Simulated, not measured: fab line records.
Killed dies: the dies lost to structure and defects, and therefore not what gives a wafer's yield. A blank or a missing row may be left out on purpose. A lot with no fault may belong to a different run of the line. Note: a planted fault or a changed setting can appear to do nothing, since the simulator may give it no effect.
Which of the tools did it? ; flow sky130 ; route of 708 steps, sampled at 1 step: 12 lots, 36 wafers

== WHAT EACH GAUGE READ, for each wafer ==
SKY_FIELD_ISO_THK_MEAS_04.
lot;measured;on;FIELD_ISO_CVD_03_THK (nm)
L075;day 1 20:56;film metro-04;165.8 166.1 166.5
L077;day 2 07:23;film metro-01;163.7 164.0 163.4
L079;day 2 14:59;film metro-03;162.0 162.7 161.8
L081;day 3 02:28;film metro-01;163.4 164.2 164.7
L083;day 3 12:30;film metro-03;162.6 164.3 164.7
L085;day 3 21:17;film metro-04;163.4 163.6 162.9
L087;day 4 06:55;film metro-01;163.7 162.8 162.8
L089;day 4 17:49;film metro-01;165.6 164.9 164.4
L091;day 5 03:14;film metro-01;165.9 166.4 167.1
L093;day 5 12:29;film metro-04;163.0 164.7 164.0
L096;day 6 05:41;film metro-03;165.4 165.4 166.4
L097;day 6 12:00;film metro-01;167.2 166.3 165.7

== WHAT TOOL EACH LOT RAN ON (gives the tool, then ch and the chambers of the sampled wafers, and finally the start) ==
The record holds no process step before these readings.

== THE ANSWER, worked out from the rows above alone ==
Rule: what is usual is taken from the lots themselves. The widest of any qualifying gaps counts: lots, ordered by their means at a reading, are off when they make up no more than a third of the lots, leave a main group of 4 or more, and stand apart from it by 3 or more times the standard deviation of that group's means. A main group whose means are all the same, to the digits that the tables above print for the reading, isn't used. Also off: a lot with no number at a reading for which 4 or more lots have one. Any other lot the step has rows for is counted as sound.
Nothing can be told from this: no lot is off at any reading shown.

== WHAT WAS PUT IN BY THE SIMULATOR ==
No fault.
